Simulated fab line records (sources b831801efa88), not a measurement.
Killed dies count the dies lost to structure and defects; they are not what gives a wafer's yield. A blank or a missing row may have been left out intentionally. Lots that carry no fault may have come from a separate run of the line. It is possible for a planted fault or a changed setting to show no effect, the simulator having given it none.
fab line records :: flow sky130
record
  lots=12
  wafers=36
  last-day=50
route steps=708 shown CONTACT@423 VIA1@460 VIA2@518 PAD_OPEN@708
lots untouched by any fault: they come from a run of this same line in which no faults occurred
start-h: start of the lot's first displayed wafer, in hours after the record's first day :: wait-h: how many hours have passed since the lot's step before this one :: " repeats the value in the row above :: L1.1+2: one row covering several wafers at once :: - no value present, or no start provided :: * or withheld: withheld :: < > ~ a bound
route shown NAME@n: a module of which the file shows steps, and the number in the route of the first :: usual: mean/standard deviation of fault-free wafers :: same: alike in all rows :: chamber/n: place in a boat :: sites: the reading at each site :: _std_site: their standard deviation :: _edge_site: inner sites' mean taken away from outer sites' mean :: radius-mm: for every site, how far away it sits from the centre of the wafer :: mask NAME#n: copy n :: behind: the most recent tool/chamber to have shaped the wafer :: hold: cause of the lot's hold/its duration in hours/its outcome :: device: whichever transistor did not switch (one of n, p or np) :: end of line: tests of these same wafers at the route's end :: a step without rows: its recipe alone :: killed: the dies lost at the first sort to structure and to defects; this is not the yield of the wafer :: map: the dies of a wafer, with x for killed, . for not killed, _ for no die there
set.NAME: the setting the step ran with; set.NAME@STEP: the setting that earlier step ran with :: model.NAME: the simulator's own value behind a step, which no gauge read
a sample of lots followed through the steps of the route, with each step as a table and each wafer as a row
services: a tool's chamber out of use, with start hour (start-h, from the record's first day; less than 0 if before it), hours out, and reason
## steps
# step SKY_CONTACT_ETCH_17
# recipe
  target=SiO2
  chemistry=C4F8/O2/Ar
  stop-on=Si3N4
  mask-material=KrF-thick
  source-w=1500
  bias-w=1200
  pressure-mtorr=40
  c4f8-flow-sccm=withheld
  O2_flow_sccm=6
  Ar_flow_sccm=300
  time-s=withheld
  target-depth-a=3400
# usual
  bias-w=1200/3.8
  oes-product-au=0.891/0.0045
lot.wafer: L571.3
tool: rie-diel-02
chamber: 0
start-h: 748.75
wait-h: 0.0
bias-w: 1200
oes-product-au: 0.892

lot.wafer: L571.4
tool: rie-diel-02
chamber: 1
start-h: 748.75
wait-h: 0.0
bias-w: 1204
oes-product-au: 0.892

lot.wafer: L571.5
tool: rie-diel-02
chamber: 3
start-h: 748.75
wait-h: 0.0
bias-w: 1197
oes-product-au: 0.895

lot.wafer: L573.1
tool: rie-diel-03
chamber: 2
start-h: 759.80
wait-h: 0.0
bias-w: 1202
oes-product-au: 0.886

lot.wafer: L573.2
tool: rie-diel-03
chamber: 1
start-h: 759.80
wait-h: 0.0
bias-w: 1206
oes-product-au: 0.892

lot.wafer: L573.6
tool: rie-diel-03
chamber: 0
start-h: 759.80
wait-h: 0.0
bias-w: 1205
oes-product-au: 0.890

lot.wafer: L574.1
tool: rie-diel-02
chamber: 0
start-h: 772.51
wait-h: 0.0
bias-w: 1202
oes-product-au: 0.890

lot.wafer: L574.3
tool: rie-diel-02
chamber: 2
start-h: 772.51
wait-h: 0.0
bias-w: 1203
oes-product-au: 0.896

lot.wafer: L574.4
tool: rie-diel-02
chamber: 3
start-h: 772.51
wait-h: 0.0
bias-w: 1199
oes-product-au: 0.885

lot.wafer: L576.4
tool: rie-diel-03
chamber: 3
start-h: 783.60
wait-h: 0.0
bias-w: 1206
oes-product-au: 0.883

lot.wafer: L576.5
tool: rie-diel-03
chamber: 2
start-h: 783.60
wait-h: 0.0
bias-w: 1200
oes-product-au: 0.892

lot.wafer: L576.6
tool: rie-diel-03
chamber: 3
start-h: 783.60
wait-h: 0.0
bias-w: 1201
oes-product-au: 0.883

lot.wafer: L577.2
tool: rie-diel-03
chamber: 0
start-h: 792.11
wait-h: 0.0
bias-w: 1199
oes-product-au: 0.897

lot.wafer: L577.3
tool: rie-diel-03
chamber: 2
start-h: 792.11
wait-h: 0.0
bias-w: 1195
oes-product-au: 0.895

lot.wafer: L577.6
tool: rie-diel-03
chamber: 3
start-h: 792.11
wait-h: 0.0
bias-w: 1194
oes-product-au: 0.890

lot.wafer: L578.1
tool: rie-diel-03
chamber: 3
start-h: 797.05
wait-h: 0.0
bias-w: 1204
oes-product-au: 0.891

lot.wafer: L578.3
tool: rie-diel-03
chamber: 0
start-h: 797.05
wait-h: 0.0
bias-w: 1199
oes-product-au: 0.892

lot.wafer: L578.5
tool: rie-diel-03
chamber: 2
start-h: 797.05
wait-h: 0.0
bias-w: 1198
oes-product-au: 0.895

lot.wafer: L580.1
tool: rie-diel-02
chamber: 3
start-h: 815.80
wait-h: 0.0
bias-w: 1203
oes-product-au: 0.892

lot.wafer: L580.2
tool: rie-diel-02
chamber: 2
start-h: 815.80
wait-h: 0.0
bias-w: 1200
oes-product-au: 0.895

lot.wafer: L580.4
tool: rie-diel-02
chamber: 0
start-h: 815.80
wait-h: 0.0
bias-w: 1204
oes-product-au: 0.888

lot.wafer: L581.2
tool: rie-diel-02
chamber: 2
start-h: 831.71
wait-h: 0.0
bias-w: 1199
oes-product-au: 0.886

lot.wafer: L581.5
tool: rie-diel-02
chamber: 3
start-h: 831.71
wait-h: 0.0
bias-w: 1196
oes-product-au: 0.895

lot.wafer: L581.6
tool: rie-diel-02
chamber: 0
start-h: 831.71
wait-h: 0.0
bias-w: 1200
oes-product-au: 0.886

lot.wafer: L582.2
tool: rie-diel-03
chamber: 0
start-h: 832.36
wait-h: 0.0
bias-w: 1204
oes-product-au: 0.883

lot.wafer: L582.3
tool: rie-diel-03
chamber: 3
start-h: 832.36
wait-h: 0.0
bias-w: 1194
oes-product-au: 0.896

lot.wafer: L582.6
tool: rie-diel-03
chamber: 3
start-h: 832.36
wait-h: 0.0
bias-w: 1195
oes-product-au: 0.892

lot.wafer: L583.2
tool: rie-diel-03
chamber: 3
start-h: 839.25
wait-h: 0.0
bias-w: 1201
oes-product-au: 0.894

lot.wafer: L583.4
tool: rie-diel-03
chamber: 2
start-h: 839.25
wait-h: 0.0
bias-w: 1203
oes-product-au: 0.891

lot.wafer: L583.5
tool: rie-diel-03
chamber: 1
start-h: 839.25
wait-h: 0.0
bias-w: 1192
oes-product-au: 0.894

lot.wafer: L585.2
tool: rie-diel-02
chamber: 3
start-h: 852.52
wait-h: 0.0
bias-w: 1197
oes-product-au: 0.889

lot.wafer: L585.3
tool: rie-diel-02
chamber: 0
start-h: 852.52
wait-h: 0.0
bias-w: 1198
oes-product-au: 0.892

lot.wafer: L585.6
tool: rie-diel-02
chamber: 2
start-h: 852.52
wait-h: 0.0
bias-w: 1203
oes-product-au: 0.891

lot.wafer: L592.2
tool: rie-diel-01
chamber: 0
start-h: 897.62
wait-h: 0.0
bias-w: 1197
oes-product-au: 0.883

lot.wafer: L592.3
tool: rie-diel-01
chamber: 1
start-h: 897.62
wait-h: 0.0
bias-w: 1205
oes-product-au: 0.892

lot.wafer: L592.4
tool: rie-diel-01
chamber: 2
start-h: 897.62
wait-h: 0.0
bias-w: 1204
oes-product-au: 0.884
# step SKY_VIA1_CMP_02
# recipe
  material=SiO2
  down-force-psi=4
  platen-rpm=60
  pad-velocity-m-s=0.94248
# usual
  motor-current-A=12.7/1.3
lot.wafer: L571.4
tool: cmp-01
chamber: 0
start-h: 778.86
wait-h: 0.0
motor-current-A: 11.8

lot.wafer: L571.3
tool: cmp-01
chamber: 1
start-h: 778.86
wait-h: 0.0
motor-current-A: 12.0

lot.wafer: L571.5
tool: cmp-01
chamber: 1
start-h: 778.86
wait-h: 0.0
motor-current-A: 11.7

lot.wafer: L573.2
tool: cmp-02
chamber: 1
start-h: 790.08
wait-h: 0.1
motor-current-A: 15.4

lot.wafer: L573.1
tool: cmp-02
chamber: 2
start-h: 790.08
wait-h: 0.1
motor-current-A: 12.2

lot.wafer: L573.6
tool: cmp-02
chamber: 1
start-h: 790.08
wait-h: 0.1
motor-current-A: 14.4

lot.wafer: L574.1
tool: cmp-02
chamber: 3
start-h: 802.10
wait-h: 0.1
motor-current-A: 11.7

lot.wafer: L574.3
tool: cmp-02
chamber: 0
start-h: 802.10
wait-h: 0.1
motor-current-A: 13.3

lot.wafer: L574.4
tool: cmp-02
chamber: 1
start-h: 802.10
wait-h: 0.1
motor-current-A: 14.6

lot.wafer: L576.4
tool: cmp-02
chamber: 3
start-h: 812.90
wait-h: 0.1
motor-current-A: 11.5

lot.wafer: L576.6
tool: cmp-02
chamber: 2
start-h: 812.90
wait-h: 0.1
motor-current-A: 11.8

lot.wafer: L576.5
tool: cmp-02
chamber: 3
start-h: 812.90
wait-h: 0.1
motor-current-A: 12.2

lot.wafer: L577.2
tool: cmp-02
chamber: 2
start-h: 821.58
wait-h: 0.1
motor-current-A: 12.5

lot.wafer: L577.3
tool: cmp-02
chamber: 3
start-h: 821.58
wait-h: 0.1
motor-current-A: 12.7

lot.wafer: L577.6
tool: cmp-02
chamber: 1
start-h: 821.58
wait-h: 0.1
motor-current-A: 14.0

lot.wafer: L578.1
tool: cmp-01
chamber: 0
start-h: 826.43
wait-h: 0.1
motor-current-A: 11.9

lot.wafer: L578.3
tool: cmp-01
chamber: 2
start-h: 826.43
wait-h: 0.1
motor-current-A: 10.6

lot.wafer: L578.5
tool: cmp-01
chamber: 3
start-h: 826.43
wait-h: 0.1
motor-current-A: 13.2

lot.wafer: L580.4
tool: cmp-02
chamber: 0
start-h: 844.95
wait-h: 0.1
motor-current-A: 13.4

lot.wafer: L580.1
tool: cmp-02
chamber: 1
start-h: 844.95
wait-h: 0.1
motor-current-A: 14.8

lot.wafer: L580.2
tool: cmp-02
chamber: 2
start-h: 844.95
wait-h: 0.1
motor-current-A: 12.4

lot.wafer: L581.2
tool: cmp-01
chamber: 3
start-h: 860.52
wait-h: 0.2
motor-current-A: 12.7

lot.wafer: L581.5
tool: cmp-01
chamber: 0
start-h: 860.52
wait-h: 0.2
motor-current-A: 12.0

lot.wafer: L581.6
tool: cmp-01
chamber: 1
start-h: 860.52
wait-h: 0.2
motor-current-A: 12.1

lot.wafer: L582.2
tool: cmp-02
chamber: 1
start-h: 860.80
wait-h: 0.1
motor-current-A: 14.6

lot.wafer: L582.3
tool: cmp-02
chamber: 3
start-h: 860.80
wait-h: 0.1
motor-current-A: 12.3

lot.wafer: L582.6
tool: cmp-02
chamber: 1
start-h: 860.80
wait-h: 0.1
motor-current-A: 14.5

lot.wafer: L583.2
tool: cmp-02
chamber: 1
start-h: 867.98
wait-h: 0.0
motor-current-A: 15.4

lot.wafer: L583.4
tool: cmp-02
chamber: 0
start-h: 867.98
wait-h: 0.0
motor-current-A: 14.0

lot.wafer: L583.5
tool: cmp-02
chamber: 1
start-h: 867.98
wait-h: 0.0
motor-current-A: 15.3

lot.wafer: L585.2
tool: cmp-01
chamber: 2
start-h: 881.66
wait-h: 0.0
motor-current-A: 10.3

lot.wafer: L585.3
tool: cmp-01
chamber: 0
start-h: 881.66
wait-h: 0.0
motor-current-A: 11.6

lot.wafer: L585.6
tool: cmp-01
chamber: 2
start-h: 881.66
wait-h: 0.0
motor-current-A: 10.9

lot.wafer: L592.3
tool: cmp-02
chamber: 3
start-h: 925.44
wait-h: 0.0
motor-current-A: 11.7

lot.wafer: L592.4
tool: cmp-02
chamber: 0
start-h: 925.44
wait-h: 0.0
motor-current-A: 13.5

lot.wafer: L592.2
tool: cmp-02
chamber: 2
start-h: 925.44
wait-h: 0.0
motor-current-A: 12.3
# step SKY_VIA2_DEVELOP_11
# recipe
  develop-time-s=60
  resist=KrF-thick
  dev-temp-c=21
lot.wafer: L571.3+4+5
tool: litho-track-04
chamber: 0
start-h: 862
wait-h: -

lot.wafer: L573.1+2+6
tool: litho-track-01
chamber: 0
start-h: 871
wait-h: -

lot.wafer: L574.1+3+4
tool: litho-track-01
chamber: 0
start-h: 883
wait-h: -

lot.wafer: L576.4+5+6
tool: litho-track-02
chamber: 0
start-h: 895
wait-h: -

lot.wafer: L577.2+3+6
tool: litho-track-04
chamber: 0
start-h: 903
wait-h: -

lot.wafer: L578.1+3+5
tool: litho-track-04
chamber: 0
start-h: 908
wait-h: -

lot.wafer: L580.1+2+4
tool: litho-track-01
chamber: 0
start-h: 924
wait-h: -

lot.wafer: L582.2+3+6
tool: litho-track-01
chamber: 0
start-h: 940
wait-h: -

lot.wafer: L581.2+5+6
tool: litho-track-01
chamber: 0
start-h: 941
wait-h: -

lot.wafer: L583.2+4+5
tool: litho-track-02
chamber: 0
start-h: 946
wait-h: -

lot.wafer: L585.2+3+6
tool: litho-track-04
chamber: 0
start-h: 959
wait-h: -

lot.wafer: L592.2+3+4
tool: litho-track-02
chamber: 0
start-h: 1000
wait-h: -
# step SKY_VIA2_CD_MEAS_12
# recipe
  target-cd-nm=200
# usual
  cd-nm=199.8/1.3
lot.wafer: L571.3
tool: cd-sem-01
chamber: -
start-h: 862.49
wait-h: -
cd-nm: 197.6

lot.wafer: L571.4
tool: cd-sem-01
chamber: -
start-h: 862.49
wait-h: -
cd-nm: 197.8

lot.wafer: L571.5
tool: cd-sem-01
chamber: -
start-h: 862.49
wait-h: -
cd-nm: 199.2

lot.wafer: L573.1
tool: cd-sem-01
chamber: -
start-h: 871.92
wait-h: -
cd-nm: 200.7

lot.wafer: L573.2
tool: cd-sem-01
chamber: -
start-h: 871.92
wait-h: -
cd-nm: 199.2

lot.wafer: L573.6
tool: cd-sem-01
chamber: -
start-h: 871.92
wait-h: -
cd-nm: 200.3

lot.wafer: L574.1
tool: cd-sem-02
chamber: -
start-h: 884.12
wait-h: -
cd-nm: 201.8

lot.wafer: L574.3
tool: cd-sem-02
chamber: -
start-h: 884.12
wait-h: -
cd-nm: 201.9

lot.wafer: L574.4
tool: cd-sem-02
chamber: -
start-h: 884.12
wait-h: -
cd-nm: 200.7

lot.wafer: L576.4
tool: cd-sem-02
chamber: -
start-h: 895.58
wait-h: -
cd-nm: 199.9

lot.wafer: L576.5
tool: cd-sem-02
chamber: -
start-h: 895.58
wait-h: -
cd-nm: 200.2

lot.wafer: L576.6
tool: cd-sem-02
chamber: -
start-h: 895.58
wait-h: -
cd-nm: 200.1

lot.wafer: L577.2
tool: cd-sem-01
chamber: -
start-h: 903.92
wait-h: -
cd-nm: 200.4

lot.wafer: L577.3
tool: cd-sem-01
chamber: -
start-h: 903.92
wait-h: -
cd-nm: 198.8

lot.wafer: L577.6
tool: cd-sem-01
chamber: -
start-h: 903.92
wait-h: -
cd-nm: 199.3

lot.wafer: L578.1
tool: cd-sem-01
chamber: -
start-h: 908.60
wait-h: -
cd-nm: 199.4

lot.wafer: L578.3
tool: cd-sem-01
chamber: -
start-h: 908.60
wait-h: -
cd-nm: 200.3

lot.wafer: L578.5
tool: cd-sem-01
chamber: -
start-h: 908.60
wait-h: -
cd-nm: 199.4

lot.wafer: L580.1
tool: cd-sem-02
chamber: -
start-h: 924.97
wait-h: -
cd-nm: 199.2

lot.wafer: L580.2
tool: cd-sem-02
chamber: -
start-h: 924.97
wait-h: -
cd-nm: 199.2

lot.wafer: L580.4
tool: cd-sem-02
chamber: -
start-h: 924.97
wait-h: -
cd-nm: 199.6

lot.wafer: L582.2
tool: cd-sem-02
chamber: -
start-h: 940.89
wait-h: -
cd-nm: 202.1

lot.wafer: L582.3
tool: cd-sem-02
chamber: -
start-h: 940.89
wait-h: -
cd-nm: 200.3

lot.wafer: L582.6
tool: cd-sem-02
chamber: -
start-h: 940.89
wait-h: -
cd-nm: 201.2

lot.wafer: L581.2
tool: cd-sem-02
chamber: -
start-h: 941.24
wait-h: -
cd-nm: 199.8

lot.wafer: L581.5
tool: cd-sem-02
chamber: -
start-h: 941.24
wait-h: -
cd-nm: 204.2

lot.wafer: L581.6
tool: cd-sem-02
chamber: -
start-h: 941.24
wait-h: -
cd-nm: 204.0

lot.wafer: L583.2
tool: cd-sem-01
chamber: -
start-h: 946.48
wait-h: -
cd-nm: 201.4

lot.wafer: L583.4
tool: cd-sem-01
chamber: -
start-h: 946.48
wait-h: -
cd-nm: 200.0

lot.wafer: L583.5
tool: cd-sem-01
chamber: -
start-h: 946.48
wait-h: -
cd-nm: 200.9

lot.wafer: L585.2
tool: cd-sem-01
chamber: -
start-h: 959.67
wait-h: -
cd-nm: 199.5

lot.wafer: L585.3
tool: cd-sem-01
chamber: -
start-h: 959.67
wait-h: -
cd-nm: 200.4

lot.wafer: L585.6
tool: cd-sem-01
chamber: -
start-h: 959.67
wait-h: -
cd-nm: 199.3

lot.wafer: L592.2
tool: cd-sem-02
chamber: -
start-h: 1000.23
wait-h: -
cd-nm: 200.2

lot.wafer: L592.3
tool: cd-sem-02
chamber: -
start-h: 1000.23
wait-h: -
cd-nm: 198.6

lot.wafer: L592.4
tool: cd-sem-02
chamber: -
start-h: 1000.23
wait-h: -
cd-nm: 199.3
# step SKY_VIA2_OVL_MEAS_13
# usual
  VIA2_OVL=-2/5.8
lot.wafer: L571.3
tool: overlay-02
chamber: -
start-h: 862.58
wait-h: 0.1
VIA2_OVL[nm]: 7

lot.wafer: L571.4
tool: overlay-02
chamber: -
start-h: 862.58
wait-h: 0.1
VIA2_OVL[nm]: 1

lot.wafer: L571.5
tool: overlay-02
chamber: -
start-h: 862.58
wait-h: 0.1
VIA2_OVL[nm]: 6

lot.wafer: L573.1
tool: overlay-02
chamber: -
start-h: 872.04
wait-h: 0.1
VIA2_OVL[nm]: -5

lot.wafer: L573.2
tool: overlay-02
chamber: -
start-h: 872.04
wait-h: 0.1
VIA2_OVL[nm]: -11

lot.wafer: L573.6
tool: overlay-02
chamber: -
start-h: 872.04
wait-h: 0.1
VIA2_OVL[nm]: -11

lot.wafer: L574.1
tool: overlay-02
chamber: -
start-h: 884.24
wait-h: 0.1
VIA2_OVL[nm]: 1

lot.wafer: L574.3
tool: overlay-02
chamber: -
start-h: 884.24
wait-h: 0.1
VIA2_OVL[nm]: 2

lot.wafer: L574.4
tool: overlay-02
chamber: -
start-h: 884.24
wait-h: 0.1
VIA2_OVL[nm]: 2

lot.wafer: L576.4
tool: overlay-01
chamber: -
start-h: 895.66
wait-h: 0.1
VIA2_OVL[nm]: -14

lot.wafer: L576.5
tool: overlay-01
chamber: -
start-h: 895.66
wait-h: 0.1
VIA2_OVL[nm]: -11

lot.wafer: L576.6
tool: overlay-01
chamber: -
start-h: 895.66
wait-h: 0.1
VIA2_OVL[nm]: -10

lot.wafer: L577.2
tool: overlay-02
chamber: -
start-h: 904.02
wait-h: 0.1
VIA2_OVL[nm]: 2

lot.wafer: L577.3
tool: overlay-02
chamber: -
start-h: 904.02
wait-h: 0.1
VIA2_OVL[nm]: 1

lot.wafer: L577.6
tool: overlay-02
chamber: -
start-h: 904.02
wait-h: 0.1
VIA2_OVL[nm]: -6

lot.wafer: L578.1
tool: overlay-01
chamber: -
start-h: 908.72
wait-h: 0.1
VIA2_OVL[nm]: -6

lot.wafer: L578.3
tool: overlay-01
chamber: -
start-h: 908.72
wait-h: 0.1
VIA2_OVL[nm]: -2

lot.wafer: L578.5
tool: overlay-01
chamber: -
start-h: 908.72
wait-h: 0.1
VIA2_OVL[nm]: -7

lot.wafer: L580.1
tool: overlay-01
chamber: -
start-h: 925.09
wait-h: 0.1
VIA2_OVL[nm]: -2

lot.wafer: L580.2
tool: overlay-01
chamber: -
start-h: 925.09
wait-h: 0.1
VIA2_OVL[nm]: -3

lot.wafer: L580.4
tool: overlay-01
chamber: -
start-h: 925.09
wait-h: 0.1
VIA2_OVL[nm]: 1

lot.wafer: L582.2
tool: overlay-01
chamber: -
start-h: 941.00
wait-h: 0.1
VIA2_OVL[nm]: -3

lot.wafer: L582.3
tool: overlay-01
chamber: -
start-h: 941.00
wait-h: 0.1
VIA2_OVL[nm]: 0

lot.wafer: L582.6
tool: overlay-01
chamber: -
start-h: 941.00
wait-h: 0.1
VIA2_OVL[nm]: 1

lot.wafer: L581.2
tool: overlay-01
chamber: -
start-h: 941.35
wait-h: 0.1
VIA2_OVL[nm]: -3

lot.wafer: L581.5
tool: overlay-01
chamber: -
start-h: 941.35
wait-h: 0.1
VIA2_OVL[nm]: 6

lot.wafer: L581.6
tool: overlay-01
chamber: -
start-h: 941.35
wait-h: 0.1
VIA2_OVL[nm]: 1

lot.wafer: L583.2
tool: overlay-02
chamber: -
start-h: 946.59
wait-h: 0.1
VIA2_OVL[nm]: -2

lot.wafer: L583.4
tool: overlay-02
chamber: -
start-h: 946.59
wait-h: 0.1
VIA2_OVL[nm]: -11

lot.wafer: L583.5
tool: overlay-02
chamber: -
start-h: 946.59
wait-h: 0.1
VIA2_OVL[nm]: -8

lot.wafer: L585.2
tool: overlay-02
chamber: -
start-h: 959.77
wait-h: 0.1
VIA2_OVL[nm]: -3

lot.wafer: L585.3
tool: overlay-02
chamber: -
start-h: 959.77
wait-h: 0.1
VIA2_OVL[nm]: -1

lot.wafer: L585.6
tool: overlay-02
chamber: -
start-h: 959.77
wait-h: 0.1
VIA2_OVL[nm]: -1

lot.wafer: L592.2
tool: overlay-02
chamber: -
start-h: 1000.34
wait-h: 0.1
VIA2_OVL[nm]: -4

lot.wafer: L592.3
tool: overlay-02
chamber: -
start-h: 1000.34
wait-h: 0.1
VIA2_OVL[nm]: -6

lot.wafer: L592.4
tool: overlay-02
chamber: -
start-h: 1000.34
wait-h: 0.1
VIA2_OVL[nm]: -5
# step SKY_PAD_OPEN_PROBE_99
# usual
  defect-limited-yield=82.4/2
  killed_at_M0_to_M3=44/6.8
  killed_at_M4_up=3.4/2
  killed-at-contacts=24/5.2
  killed-at-front-end=15/5.2
  killed-at-other=0.2/0.46
  killed-dies=87/9.8
  killed-open=47/7.5
  killed-short=39/6.8
  sort_bin_3_pad_short=0.8/0.37
  sort_bin_5_function=10.5/1.5
  sort_bin_6_memory=6.3/1.2
  sort-n-pass=405/9.8
  sort-yield-pct=82.4/2
# same
  gross-dies=492
  killed-at-back-side=0
  sort_bin_4_leakage[%]=0
  sort_bin_8_speed[%]=0
lot.wafer: L581.2
tool: prober-02
chamber: -
start-h: 1148.02
wait-h: 0.1
defect-limited-yield[%]: 81.3
killed_at_M0_to_M3: 45
killed_at_M4_up: 3
killed-at-contacts: 25
killed-at-front-end: 18
killed-at-other: 1
killed-dies: 92
killed-open: 54
killed-short: 38
sort_bin_3_pad_short[%]: 1.2
sort_bin_5_function[%]: 10.6
sort_bin_6_memory[%]: 6.9
sort-n-pass: 400
sort-yield-pct[%]: 81.3
# killed by level:class
L581.2 CONTACT:geometric-particle:open=11 LI_CONTACT:geometric-particle:open=10 VIA1:geometric-particle:open=9 METAL1:geometric-particle:short=8 VIA2:geometric-particle:open=7 FIELD_ISO:geometric-particle:short=5 POLY_GATE:geometric-particle:open=5 METAL2:geometric-particle:short=5
## services
tool: cmp-01
chamber: -
start-h: 732.19
hours: 3.5
kind: repair

tool: rie-diel-01
chamber: -
start-h: 741.78
hours: 0.5
kind: repair

tool: cmp-02
chamber: -
start-h: 744.03
hours: 4.0
kind: pm

tool: cmp-01
chamber: -
start-h: 762.10
hours: 1.5
kind: repair

tool: rie-diel-01
chamber: 1
start-h: 773.25
hours: 8.7
kind: repair

tool: rie-diel-01
chamber: 1
start-h: 786.84
hours: 7.9
kind: repair

tool: rie-diel-01
chamber: 3
start-h: 793.81
hours: 3.2
kind: repair

tool: rie-diel-02
chamber: 1
start-h: 804.71
hours: 56.0
kind: repair

tool: rie-diel-01
chamber: 0
start-h: 805.08
hours: 18.7
kind: repair

tool: cmp-01
chamber: -
start-h: 814.57
hours: 5.7
kind: pm

tool: rie-diel-02
chamber: 2
start-h: 819.06
hours: 6.7
kind: repair

tool: rie-diel-01
chamber: 3
start-h: 821.12
hours: 6.5
kind: repair

tool: rie-diel-02
chamber: 3
start-h: 841.17
hours: 7.1
kind: repair

tool: cmp-02
chamber: -
start-h: 841.29
hours: 1.9
kind: repair

tool: cmp-02
chamber: -
start-h: 855.28
hours: 5.1
kind: pm

tool: rie-diel-01
chamber: -
start-h: 869.78
hours: 0.6
kind: repair

tool: cmp-02
chamber: -
start-h: 885.91
hours: 0.3
kind: repair

tool: rie-diel-01
chamber: 3
start-h: 887.74
hours: 4.2
kind: repair

tool: cmp-01
chamber: -
start-h: 911.56
hours: 3.7
kind: repair

tool: cmp-02
chamber: -
start-h: 912.10
hours: 0.3
kind: repair

tool: cmp-01
chamber: -
start-h: 915.25
hours: 4.0
kind: pm

tool: cmp-02
chamber: -
start-h: 929.83
hours: 0.4
kind: repair

tool: rie-diel-01
chamber: 3
start-h: 938.13
hours: 12.2
kind: repair

tool: rie-diel-03
chamber: 3
start-h: 952.39
hours: 1.4
kind: repair
## key
first-sign
  step=SKY_VIA2_CD_MEAS_12
  reading=cd-nm
  direction=up
  sigmas=3.2
  usual=199.8
  struck=204.1
effect none on later readings
met-at SKY_VIA2_DEVELOP_11
struck-lots L581
struck-wafers L581.5,L581.6
not-acting-at SKY_CONTACT_ETCH_17,SKY_VIA1_CMP_02,SKY_VIA2_OVL_MEAS_13
onset-between 940 941
fault
  kind=process-parameter-drift
  tool=litho-track-01
  chamber=-
  onset-h=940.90
  steps=SKY_VIA2_DEVELOP_11
  channel=develop-time-s
  offset=*
  shape=step
  end-h=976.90
  scope=struck-wafers-only
  acts-in=*
  stated=*
